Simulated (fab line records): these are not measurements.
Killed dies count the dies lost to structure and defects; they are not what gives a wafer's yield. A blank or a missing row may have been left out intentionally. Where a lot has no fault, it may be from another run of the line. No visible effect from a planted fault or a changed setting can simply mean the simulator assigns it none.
fab line records	flow sky130
record lots=24	wafers=72	lastDay=50
route steps=708 shown METAL1@454 VIA1@472 VIA2@529 CAPM@539 METAL5@662
lots with no fault: from the same line, run without faults
startH: the number of hours between the record's first day and the start of the first shown wafer of the lot	waitH: hours from the lot's prior step to this one	" repeats the value in the row above	L1.1+2: several wafers, shown together as one row	- no value, or no start given	* or withheld: withheld	< > ~ a bound
route shown NAME@n: NAME is a module with steps in the file, n the number in the route of the first one	usual: the fault-free wafers' mean and standard deviation	same: alike in all rows	chamber/n: place in a boat	sites: per-site readings	_std_site: standard deviation across them	_edge_site: inner sites' mean taken away from outer sites' mean	radiusMm: how far each site lies from the wafer's centre	mask NAME#n: copy n	behind: the tool/chamber that last shaped the wafer	hold: what put the lot on hold/how long, in hours/how the hold closed	device: the n, p or np transistor that did not switch	end of line: the same wafers' tests at the end of the route	for a step that has no rows: nothing shown but its recipe	killed: at the first sort, the dies lost to defects and structure; wafer yield is something else	map: per-die view of a wafer (x killed, . not killed, _ where there is no die)
set.NAME: the run value of the setting; set.NAME@STEP: its run value at that earlier step	model.NAME: the simulator's own value behind a step, which no gauge read
the route's steps for a sample of lots (tables are steps, rows are wafers)
services: when a tool's chamber went out of use (startH, in hours from the record's first day, below 0 if earlier), for how many hours, and the reason
## steps
# step SKY_METAL1_STRIP_20
# recipe chemistry=O2/N2	powerW=1400	pressureMtorr=1500	platenTempC=withheld	o2FlowSccm=3000	n2FlowSccm=300	overashFraction=0.5
# usual drypumpMotorCurrentA=5.5/0.47	oesProductAu=0.343/0.0056	stripTimeToEndpointS=2.70/0.059
lot.wafer	tool	chamber	startH	waitH	drypumpMotorCurrentA	oesProductAu	rfHoursCounterH	stripTimeToEndpointS
L074.2	plasmaAsher-03	1	778.22	0.1	5.9	0.335	34	2.62
L074.4	"	0	"	"	4.7	0.341	-	2.66
L074.6	"	0	"	"	4.7	0.336	-	2.65
L075.1	plasmaAsher-01	0	778.69	0.1	6.0	0.344	92	2.63
L075.3	"	1	"	"	5.3	0.329	-	2.63
L075.4	"	0	"	"	6.0	0.342	-	2.68
L076.2	plasmaAsher-02	1	782.44	0.1	5.3	0.350	4	2.67
L076.3	"	0	"	"	5.6	0.339	-	2.68
L076.4	"	1	"	"	5.3	0.341	-	2.81
L078.1	plasmaAsher-02	0	803.99	0.1	5.6	0.345	6	2.72
L078.5	"	1	"	"	5.3	0.354	-	2.73
L078.6	"	0	"	"	5.6	0.347	-	2.74
L077.2	plasmaAsher-03	1	805.31	0.1	5.9	0.339	36	2.67
L077.3	"	0	"	"	4.7	0.350	-	2.69
L077.5	"	0	"	"	4.7	0.347	-	2.68
L080.1	plasmaAsher-01	0	812.87	0.1	6.0	0.356	96	2.68
L080.4	"	1	"	"	5.3	0.350	-	2.72
L080.6	"	0	"	"	6.0	0.347	-	2.73
L079.2	plasmaAsher-01	0	814.52	0.1	6.0	0.341	96	2.78
L079.3	"	0	"	"	6.0	0.348	-	2.82
L079.5	"	0	"	"	6.0	0.340	-	2.80
L081.2	plasmaAsher-01	1	822.32	0.1	5.3	0.345	97	2.61
L081.3	"	0	"	"	6.0	0.336	-	2.66
L081.6	"	1	"	"	5.3	0.335	-	2.62
L082.2	plasmaAsher-03	1	823.17	0.1	5.9	0.344	38	2.80
L082.4	"	0	"	"	4.7	0.344	-	2.79
L082.5	"	0	"	"	4.7	0.344	-	2.69
L083.4	plasmaAsher-01	1	836.40	0.1	5.3	0.334	-	2.66
L083.5	"	1	"	"	5.3	0.352	-	2.67
L083.6	"	0	"	"	6.0	0.354	-	2.79
L084.3	plasmaAsher-01	0	839.87	0.1	6.0	0.344	-	2.74
L084.4	"	1	"	"	5.3	0.350	-	2.79
L084.5	"	1	"	"	5.3	0.337	-	2.73
L085.1	plasmaAsher-03	0	848.97	0.1	4.7	0.342	41	2.67
L085.4	"	1	"	"	5.9	0.337	-	2.71
L085.5	"	0	"	"	4.7	0.341	-	2.71
L087.1	plasmaAsher-02	0	856.24	0.1	5.6	0.340	11	2.73
L087.2	"	1	"	"	5.3	0.348	11	2.76
L087.4	"	0	"	"	5.6	0.343	-	2.70
L086.4	plasmaAsher-03	0	857.75	0.1	4.7	0.353	-	2.62
L086.5	"	1	"	"	5.9	0.343	-	2.63
L086.6	"	0	"	"	4.7	0.345	-	2.66
L088.1	plasmaAsher-02	0	859.74	0.1	5.6	0.348	12	2.75
L088.5	"	1	"	"	5.2	0.340	-	2.67
L088.6	"	0	"	"	5.6	0.351	-	2.76
L089.1	plasmaAsher-03	0	865.77	0.1	4.7	0.346	42	2.74
L089.4	"	0	"	"	4.7	0.355	-	2.81
L089.5	"	0	"	"	4.7	0.347	-	2.72
L090.1	plasmaAsher-03	0	877.04	0.1	4.7	0.333	43	2.58
L090.4	"	1	"	"	5.8	0.340	-	2.65
L090.5	"	1	"	"	5.9	0.335	-	2.65
L091.2	plasmaAsher-01	1	899.19	0.1	5.3	0.347	104	2.68
L091.3	"	1	"	"	5.3	0.330	-	2.64
L091.5	"	0	"	"	6.0	0.346	-	2.64
L092.1	plasmaAsher-03	1	900.19	0.1	5.9	0.346	46	2.68
L092.2	"	0	"	"	4.7	0.334	46	2.68
L092.4	"	1	"	"	5.9	0.342	-	2.68
L093.3	plasmaAsher-01	0	908.82	0.1	6.0	0.352	-	2.71
L093.4	"	1	"	"	5.3	0.343	-	2.68
L093.6	"	1	"	"	5.3	0.332	-	2.68
L094.1	plasmaAsher-02	0	910.07	0.1	5.6	0.340	17	2.66
L094.4	"	0	"	"	5.6	0.350	-	2.66
L094.5	"	1	"	"	5.3	0.336	-	2.67
L095.1	plasmaAsher-03	0	924.84	0.1	4.7	0.350	48	2.74
L095.5	"	1	"	"	5.9	0.342	-	2.69
L095.6	"	0	"	"	4.7	0.348	-	2.79
L096.2	plasmaAsher-01	0	927.26	0.1	6.0	0.346	107	2.71
L096.3	"	0	"	"	6.0	0.343	-	2.68
L096.6	"	1	"	"	5.3	0.347	-	2.79
L097.1	plasmaAsher-03	1	928.47	0.1	5.9	0.343	49	2.70
L097.4	"	1	"	"	5.9	0.347	-	2.67
L097.6	"	1	"	"	5.9	0.342	-	2.68
# step SKY_VIA1_ETCH_14
# recipe chemistry=N2/H2	target=BARC	ionEnergyEv=200	sourceW=500	biasW=100	pressureMtorr=30	n2FlowSccm=100	h2FlowSccm=200	stopOn=SiO2	timeS=45.9	targetDepthA=600
# usual drypumpMotorCurrentA=5.9/0.41	h2FlowSccm=200.1/0.6	oesProductAu=0.855/0.0052	throttleValvePct=13.225/0.0079
# same timeS=45.9
lot.wafer	tool	chamber	startH	waitH	drypumpMotorCurrentA	h2FlowSccm	oesProductAu	rfHoursCounterH	throttleValvePct
L074.2	rieDiel-04	0	806.69	0.0	5.9	199.7	0.846	4	13.222
L074.4	"	3	"	"	5.4	199.6	0.856	24	13.232
L074.6	"	2	"	"	6.1	200.2	0.852	-	13.194
L075.1	rieDiel-03	1	806.85	0.0	5.0	200.1	0.847	11	13.226
L075.3	"	3	"	"	6.2	199.4	0.855	8	13.233
L075.4	"	0	"	"	5.7	200.9	0.848	28	13.215
L076.2	rieDiel-04	1	809.85	0.0	5.4	200.0	0.852	9	13.230
L076.3	"	3	"	"	5.4	200.2	0.857	24	13.220
L076.4	"	2	"	"	6.1	200.2	0.855	2	13.217
L078.1	rieDiel-04	3	830.65	0.0	5.4	199.8	0.854	24	13.217
L078.5	"	0	"	"	6.0	199.4	0.849	-	13.235
L078.6	"	3	"	"	5.4	199.8	0.850	-	13.228
L077.2	rieDiel-04	2	832.09	0.0	6.2	199.8	0.852	3	13.223
L077.3	"	1	"	"	5.4	201.3	0.849	9	13.225
L077.5	"	2	"	"	6.1	199.4	0.858	-	13.221
L080.1	rieDiel-02	0	840.18	0.0	5.7	200.9	0.852	9	13.238
L080.4	"	1	"	"	6.2	200.3	0.846	1	13.212
L080.6	"	1	"	"	6.2	201.0	0.850	-	13.221
L079.2	rieDiel-02	3	841.63	0.0	6.4	201.5	0.848	7	13.216
L079.3	"	1	"	"	6.1	201.0	0.859	1	13.215
L079.5	"	0	"	"	5.7	199.4	0.844	-	13.214
L081.2	rieDiel-02	1	848.44	0.0	6.2	199.7	0.846	1	13.218
L081.3	"	0	"	"	5.7	199.6	0.848	10	13.212
L081.6	"	2	"	"	6.2	200.3	0.846	-	13.241
L082.2	rieDiel-02	0	851.25	0.0	5.7	200.2	0.849	10	13.230
L082.4	"	1	"	"	6.1	199.4	0.859	1	13.217
L082.5	"	0	"	"	5.7	201.1	0.845	-	13.231
L083.4	rieDiel-04	2	863.69	0.0	6.2	201.0	0.855	4	13.230
L083.5	"	3	"	"	5.4	199.5	0.855	-	13.232
L083.6	"	0	"	"	5.9	199.9	0.850	-	13.222
L084.3	rieDiel-02	0	866.09	0.0	5.7	199.8	0.863	10	13.230
L084.4	"	1	"	"	6.2	199.8	0.856	1	13.232
L084.5	"	2	"	"	6.2	200.1	0.858	-	13.225
L085.1	rieDiel-02	1	875.99	0.0	6.1	200.1	0.856	2	13.211
L085.4	"	0	"	"	5.7	199.6	0.855	10	13.232
L085.5	"	0	"	"	5.7	199.3	0.854	-	13.231
L087.1	rieDiel-04	2	883.18	0.0	6.1	200.2	0.846	4	13.244
L087.2	"	3	"	"	5.4	199.0	0.850	1	13.221
L087.4	"	1	"	"	5.5	199.7	0.859	11	13.228
L086.4	rieDiel-02	3	884.69	0.0	6.5	199.2	0.867	8	13.223
L086.5	"	3	"	"	6.5	200.3	0.854	-	13.216
L086.6	"	2	"	"	6.2	199.6	0.857	-	13.229
L088.1	rieDiel-02	2	887.28	0.0	6.2	199.1	0.861	17	13.223
L088.5	"	3	"	"	6.5	200.5	0.853	-	13.227
L088.6	"	2	"	"	6.2	199.7	0.853	-	13.238
L089.1	rieDiel-02	1	892.54	0.0	6.1	200.4	0.853	2	13.225
L089.4	"	2	"	"	6.2	200.4	0.856	17	13.213
L089.5	"	2	"	"	6.2	200.2	0.862	-	13.229
L090.1	rieDiel-02	0	904.33	0.0	5.8	200.3	0.852	11	13.216
L090.4	"	3	"	"	6.4	199.9	0.860	9	13.219
L090.5	"	1	"	"	6.1	200.5	0.855	-	13.223
L091.2	rieDiel-02	2	925.23	0.0	6.2	199.6	0.859	18	13.217
L091.3	"	1	"	"	6.1	199.7	0.861	3	13.230
L091.5	"	2	"	"	6.2	200.2	0.867	-	13.218
L092.1	rieDiel-03	0	926.64	0.0	5.7	199.8	0.851	1	13.216
L092.2	"	1	"	"	4.9	200.1	0.854	15	13.231
L092.4	"	2	"	"	5.3	200.9	0.859	7	13.237
L093.3	rieDiel-03	1	934.51	0.0	5.0	199.7	0.855	15	13.219
L093.4	"	3	"	"	6.2	201.5	0.859	-	13.230
L093.6	"	2	"	"	5.4	202.1	0.859	-	13.221
L094.1	rieDiel-02	3	936.33	0.0	6.5	199.9	0.862	10	13.228
L094.4	"	2	"	"	6.2	199.5	0.857	19	13.229
L094.5	"	0	"	"	5.7	200.9	0.857	-	13.230
L095.1	rieDiel-04	2	950.31	0.0	6.2	200.0	0.851	6	13.233
L095.5	"	2	"	"	6.1	199.9	0.855	-	13.214
L095.6	"	3	"	"	5.4	199.6	0.852	-	13.223
L096.2	rieDiel-03	1	953.16	0.0	4.9	200.5	0.853	16	13.220
L096.3	"	2	"	"	5.2	199.7	0.856	8	13.224
L096.6	"	1	"	"	4.9	200.1	0.856	-	13.217
L097.1	rieDiel-02	0	953.86	0.0	5.7	201.3	0.856	13	13.228
L097.4	"	1	"	"	6.1	200.5	0.861	4	13.217
L097.6	"	1	"	"	6.1	199.4	0.856	-	13.220
# step SKY_VIA2_RS_MEAS_22
# recipe thkMeasGauge=four-point-probe	reads=W_of_VIA2_CVD_21+TiN_of_VIA2_SPUTTER_20
# usual VIA2_W_RS=0.274/0.0038
lot.wafer	tool	chamber	startH	waitH	VIA2_W_RS[ohm/sq]
L074.2	filmMetro-04	-	862.35	0.1	0.268
L074.4	"	-	"	"	0.268
L074.6	"	-	"	"	0.271
L075.1	filmMetro-02	-	863.33	0.1	0.278
L075.3	"	-	"	"	0.278
L075.4	"	-	"	"	0.278
L076.2	filmMetro-03	-	865.02	0.1	0.279
L076.3	"	-	"	"	0.274
L076.4	"	-	"	"	0.278
L078.1	filmMetro-02	-	886.84	0.1	0.276
L078.5	"	-	"	"	0.274
L078.6	"	-	"	"	0.275
L077.2	filmMetro-03	-	887.76	0.1	0.268
L077.3	"	-	"	"	0.270
L077.5	"	-	"	"	0.268
L080.1	filmMetro-02	-	895.59	0.1	0.273
L080.4	"	-	"	"	0.275
L080.6	"	-	"	"	0.276
L079.2	filmMetro-02	-	896.86	0.1	0.274
L079.3	"	-	"	"	0.274
L079.5	"	-	"	"	0.275
L081.2	filmMetro-04	-	903.84	0.1	0.267
L081.3	"	-	"	"	0.269
L081.6	"	-	"	"	0.275
L082.2	filmMetro-02	-	907.20	0.1	0.273
L082.4	"	-	"	"	0.271
L082.5	"	-	"	"	0.271
L083.4	filmMetro-02	-	917.95	0.1	0.271
L083.5	"	-	"	"	0.273
L083.6	"	-	"	"	0.271
L084.3	filmMetro-04	-	920.81	0.1	0.281
L084.4	"	-	"	"	0.277
L084.5	"	-	"	"	0.278
L085.1	filmMetro-02	-	930.00	0.1	0.270
L085.4	"	-	"	"	0.278
L085.5	"	-	"	"	0.274
L087.1	filmMetro-02	-	937.62	0.1	0.276
L087.2	"	-	"	"	0.273
L087.4	"	-	"	"	0.273
L086.4	filmMetro-03	-	939.55	0.1	0.280
L086.5	"	-	"	"	0.274
L086.6	"	-	"	"	0.275
L088.1	filmMetro-04	-	940.62	0.1	0.271
L088.5	"	-	"	"	0.272
L088.6	"	-	"	"	0.271
L089.1	filmMetro-03	-	946.34	0.1	0.268
L089.4	"	-	"	"	0.273
L089.5	"	-	"	"	0.270
L090.1	filmMetro-02	-	957.41	0.2	0.272
L090.4	"	-	"	"	0.269
L090.5	"	-	"	"	0.267
L091.2	filmMetro-03	-	978.36	0.1	0.282
L091.3	"	-	"	"	0.277
L091.5	"	-	"	"	0.279
L092.1	filmMetro-04	-	979.68	0.1	0.267
L092.2	"	-	"	"	0.271
L092.4	"	-	"	"	0.266
L093.3	filmMetro-02	-	986.64	0.1	0.280
L093.4	"	-	"	"	0.282
L093.6	"	-	"	"	0.276
L094.1	filmMetro-04	-	988.38	0.1	0.276
L094.4	"	-	"	"	0.277
L094.5	"	-	"	"	0.278
L095.1	filmMetro-04	-	1001.64	0.1	0.278
L095.5	"	-	"	"	0.275
L095.6	"	-	"	"	0.277
L096.2	filmMetro-02	-	1006.85	0.1	0.271
L096.3	"	-	"	"	0.277
L096.6	"	-	"	"	0.273
L097.1	filmMetro-04	-	1007.04	0.1	0.275
L097.4	"	-	"	"	0.279
L097.6	"	-	"	"	0.277
# step SKY_CAPM_SPUTTER_02
# recipe material=TiN	targetThkNm=200	tempC=300	powerW=6500	timeS=166.7	chamberPressurePa=0.4
# usual throttleValvePct=29.8/0.88
# same timeS=166.7
lot.wafer	tool	chamber	startH	waitH	throttleValvePct
L074.2	pvdSputter-02	-	863.05	0.0	29.8
L074.4	"	-	"	"	30.3
L074.6	"	-	"	"	29.1
L075.1	pvdSputter-02	-	864.04	0.1	29.8
L075.3	"	-	"	"	30.3
L075.4	"	-	"	"	30.2
L076.2	pvdSputter-01	-	865.71	0.0	30.5
L076.3	"	-	"	"	31.2
L076.4	"	-	"	"	30.6
L078.1	pvdSputter-02	-	887.57	0.1	30.0
L078.5	"	-	"	"	30.5
L078.6	"	-	"	"	30.5
L077.2	pvdSputter-03	-	888.46	0.0	29.6
L077.3	"	-	"	"	30.4
L077.5	"	-	"	"	28.6
L080.1	pvdSputter-03	-	896.31	0.1	29.8
L080.4	"	-	"	"	30.2
L080.6	"	-	"	"	28.7
L079.2	pvdSputter-02	-	897.56	0.0	30.0
L079.3	"	-	"	"	30.4
L079.5	"	-	"	"	30.4
L081.2	pvdSputter-02	-	904.54	0.0	29.1
L081.3	"	-	"	"	29.6
L081.6	"	-	"	"	29.1
L082.2	pvdSputter-03	-	907.90	0.0	26.9
L082.4	"	-	"	"	29.5
L082.5	"	-	"	"	27.0
L083.4	pvdSputter-02	-	918.61	0.0	30.3
L083.5	"	-	"	"	29.0
L083.6	"	-	"	"	29.9
L084.3	pvdSputter-02	-	921.61	0.0	30.7
L084.4	"	-	"	"	28.9
L084.5	"	-	"	"	30.4
L085.1	pvdSputter-02	-	930.72	0.1	29.1
L085.4	"	-	"	"	29.7
L085.5	"	-	"	"	29.7
L087.1	pvdSputter-02	-	938.34	0.1	30.2
L087.2	"	-	"	"	29.7
L087.4	"	-	"	"	30.4
L086.4	pvdSputter-02	-	940.21	0.0	29.2
L086.5	"	-	"	"	30.5
L086.6	"	-	"	"	29.8
L088.1	pvdSputter-02	-	941.34	0.1	30.3
L088.5	"	-	"	"	30.7
L088.6	"	-	"	"	30.2
L089.1	pvdSputter-02	-	947.07	0.1	30.4
L089.4	"	-	"	"	29.8
L089.5	"	-	"	"	30.3
L090.1	pvdSputter-02	-	958.12	0.1	30.3
L090.4	"	-	"	"	30.2
L090.5	"	-	"	"	29.7
L091.2	pvdSputter-03	-	979.06	0.0	27.4
L091.3	"	-	"	"	29.3
L091.5	"	-	"	"	30.4
L092.1	pvdSputter-01	-	980.39	0.1	30.3
L092.2	"	-	"	"	30.5
L092.4	"	-	"	"	31.2
L093.3	pvdSputter-02	-	987.32	0.0	30.4
L093.4	"	-	"	"	29.0
L093.6	"	-	"	"	30.3
L094.1	pvdSputter-02	-	989.09	0.1	30.3
L094.4	"	-	"	"	29.7
L094.5	"	-	"	"	30.2
L095.1	pvdSputter-01	-	1002.36	0.1	30.3
L095.5	"	-	"	"	30.4
L095.6	"	-	"	"	31.2
L096.2	pvdSputter-02	-	1007.55	0.0	29.3
L096.3	"	-	"	"	29.1
L096.6	"	-	"	"	29.8
L097.1	pvdSputter-02	-	1008.15	0.1	30.5
L097.4	"	-	"	"	29.7
L097.6	"	-	"	"	29.9
# step SKY_CAPM_RS_MEAS_03
# recipe thkMeasGauge=four-point-probe	reads=TiN_of_CAPM_SPUTTER_02
# usual CAPM_TIN_RS=6.98/0.09
lot.wafer	tool	chamber	startH	waitH	CAPM_TIN_RS[ohm/sq]
L074.2	filmMetro-04	-	863.18	0.1	7.06
L074.4	"	-	"	"	7.01
L074.6	"	-	"	"	7.10
L075.1	filmMetro-04	-	864.15	0.1	7.01
L075.3	"	-	"	"	6.93
L075.4	"	-	"	"	7.03
L076.2	filmMetro-04	-	865.84	0.1	6.90
L076.3	"	-	"	"	7.00
L076.4	"	-	"	"	6.78
L078.1	filmMetro-04	-	887.68	0.1	7.01
L078.5	"	-	"	"	6.91
L078.6	"	-	"	"	6.95
L077.2	filmMetro-04	-	888.59	0.1	6.87
L077.3	"	-	"	"	6.84
L077.5	"	-	"	"	6.88
L080.1	filmMetro-01	-	896.42	0.1	7.03
L080.4	"	-	"	"	6.92
L080.6	"	-	"	"	7.01
L079.2	filmMetro-04	-	897.69	0.1	6.94
L079.3	"	-	"	"	6.97
L079.5	"	-	"	"	6.97
L081.2	filmMetro-04	-	904.67	0.1	7.05
L081.3	"	-	"	"	7.03
L081.6	"	-	"	"	7.04
L082.2	filmMetro-02	-	908.03	0.1	6.80
L082.4	"	-	"	"	6.75
L082.5	"	-	"	"	6.80
L083.4	filmMetro-02	-	918.78	0.1	7.02
L083.5	"	-	"	"	7.14
L083.6	"	-	"	"	7.09
L084.3	filmMetro-02	-	921.76	0.1	6.92
L084.4	"	-	"	"	6.99
L084.5	"	-	"	"	6.96
L085.1	filmMetro-01	-	930.82	0.1	7.08
L085.4	"	-	"	"	7.02
L085.5	"	-	"	"	7.04
L087.1	filmMetro-04	-	938.45	0.1	6.93
L087.2	"	-	"	"	6.91
L087.4	"	-	"	"	6.94
L086.4	filmMetro-04	-	940.38	0.1	7.02
L086.5	"	-	"	"	7.05
L086.6	"	-	"	"	6.98
L088.1	filmMetro-02	-	941.45	0.1	7.07
L088.5	"	-	"	"	6.99
L088.6	"	-	"	"	7.02
L089.1	filmMetro-01	-	947.18	0.1	7.09
L089.4	"	-	"	"	7.04
L089.5	"	-	"	"	7.11
L090.1	filmMetro-01	-	958.23	0.1	7.07
L090.4	"	-	"	"	7.09
L090.5	"	-	"	"	7.05
L091.2	filmMetro-04	-	979.19	0.1	6.87
L091.3	"	-	"	"	6.92
L091.5	"	-	"	"	6.88
L092.1	filmMetro-02	-	980.50	0.1	6.94
L092.2	"	-	"	"	6.79
L092.4	"	-	"	"	6.89
L093.3	filmMetro-01	-	987.47	0.1	6.99
L093.4	"	-	"	"	7.10
L093.6	"	-	"	"	7.01
L094.1	filmMetro-02	-	989.20	0.1	6.95
L094.4	"	-	"	"	7.00
L094.5	"	-	"	"	7.00
L095.1	filmMetro-01	-	1002.47	0.1	6.84
L095.5	"	-	"	"	6.96
L095.6	"	-	"	"	6.92
L096.2	filmMetro-04	-	1007.68	0.1	6.97
L096.3	"	-	"	"	7.09
L096.6	"	-	"	"	6.99
L097.1	filmMetro-04	-	1008.26	0.1	6.85
L097.4	"	-	"	"	6.98
L097.6	"	-	"	"	6.98
# step SKY_METAL5_SPUTTER_01
# recipe material=TiN	targetThkNm=20	powerW=6500	timeS=16.7	chamberPressurePa=0.4
# usual throttleValvePct=30.1/0.89
# same timeS=16.7
lot.wafer	tool	chamber	startH	waitH	throttleValvePct
L074.2	pvdSputter-01	-	1015.73	0.0	30.2
L074.4	"	-	"	"	30.5
L074.6	"	-	"	"	30.5
L075.1	pvdSputter-04	-	1017.81	0.0	27.9
L075.3	"	-	"	"	30.3
L075.4	"	-	"	"	30.8
L076.2	pvdSputter-01	-	1018.11	0.0	30.5
L076.3	"	-	"	"	31.4
L076.4	"	-	"	"	30.2
L078.1	pvdSputter-04	-	1038.44	0.0	30.3
L078.5	"	-	"	"	31.2
L078.6	"	-	"	"	30.9
L077.2	pvdSputter-04	-	1038.74	0.0	30.8
L077.3	"	-	"	"	30.4
L077.5	"	-	"	"	30.9
L080.1	pvdSputter-01	-	1046.48	0.0	31.4
L080.4	"	-	"	"	30.3
L080.6	"	-	"	"	31.5
L079.2	pvdSputter-02	-	1047.58	0.0	30.5
L079.3	"	-	"	"	30.2
L079.5	"	-	"	"	29.7
L081.2	pvdSputter-04	-	1054.05	0.0	28.0
L081.3	"	-	"	"	30.7
L081.6	"	-	"	"	28.1
L082.2	pvdSputter-01	-	1057.30	0.0	31.2
L082.4	"	-	"	"	30.2
L082.5	"	-	"	"	30.5
L083.4	pvdSputter-04	-	1065.04	0.0	28.3
L083.5	"	-	"	"	28.0
L083.6	"	-	"	"	30.2
L084.3	pvdSputter-04	-	1068.85	0.0	30.3
L084.4	"	-	"	"	31.3
L084.5	"	-	"	"	30.2
L085.1	pvdSputter-01	-	1075.04	0.0	30.4
L085.4	"	-	"	"	31.2
L085.5	"	-	"	"	31.2
L087.1	pvdSputter-04	-	1082.22	0.0	28.1
L087.2	"	-	"	"	30.7
L087.4	"	-	"	"	30.3
L086.4	pvdSputter-01	-	1084.99	0.0	30.4
L086.5	"	-	"	"	30.5
L086.6	"	-	"	"	30.0
L088.1	pvdSputter-04	-	1085.57	0.0	30.6
L088.5	"	-	"	"	28.2
L088.6	"	-	"	"	31.2
L089.1	pvdSputter-02	-	1090.45	0.0	29.4
L089.4	"	-	"	"	29.1
L089.5	"	-	"	"	30.0
L090.1	pvdSputter-01	-	1102.58	0.0	30.6
L090.4	"	-	"	"	30.4
L090.5	"	-	"	"	30.2
L091.2	pvdSputter-01	-	1121.27	0.0	30.5
L091.3	"	-	"	"	30.9
L091.5	"	-	"	"	30.4
L092.1	pvdSputter-02	-	1122.45	0.0	29.3
L092.2	"	-	"	"	30.3
L092.4	"	-	"	"	30.3
L093.3	pvdSputter-02	-	1125.34	0.0	29.9
L093.4	"	-	"	"	29.0
L093.6	"	-	"	"	29.1
L094.1	pvdSputter-01	-	1125.64	0.0	31.1
L094.4	"	-	"	"	29.8
L094.5	"	-	"	"	30.3
L095.1	pvdSputter-04	-	1136.97	0.0	30.2
L095.5	"	-	"	"	30.3
L095.6	"	-	"	"	28.1
L096.2	pvdSputter-04	-	1138.90	0.0	29.9
L096.3	"	-	"	"	31.0
L096.6	"	-	"	"	31.1
L097.1	pvdSputter-02	-	1139.50	0.0	29.6
L097.4	"	-	"	"	30.6
L097.6	"	-	"	"	30.2
## services
tool	chamber	startH	hours	kind
pvdSputter-01	-	781.32	3.5	repair
plasmaAsher-03	-	790.63	4.8	repair
rieDiel-02	-	809.82	0.6	repair
pvdSputter-04	-	811.55	4.1	repair
pvdSputter-01	-	818.41	4.4	repair
plasmaAsher-01	-	873.30	3.4	repair
pvdSputter-01	-	896.56	1.6	repair
pvdSputter-01	-	913.08	15.4	repair
rieDiel-02	3	921.14	5.9	repair
pvdSputter-01	-	937.92	5.3	repair
plasmaAsher-01	-	938.68	2.8	pm
pvdSputter-02	-	949.04	2.1	repair
pvdSputter-02	-	953.54	2.9	repair
plasmaAsher-03	-	974.55	14.6	pm
plasmaAsher-03	-	1009.85	2.8	repair
rieDiel-02	1	1048.36	4.8	repair
pvdSputter-01	-	1065.69	2.4	repair
pvdSputter-02	-	1101.51	16.3	repair
rieDiel-02	1	1109.19	2.1	repair
pvdSputter-01	-	1109.62	5.3	repair
rieDiel-02	0	1115.84	33.2	repair
pvdSputter-04	-	1124.32	4.9	repair
rieDiel-02	2	1128.66	6.9	repair
pvdSputter-02	-	1135.23	1.8	repair
## key
fault none
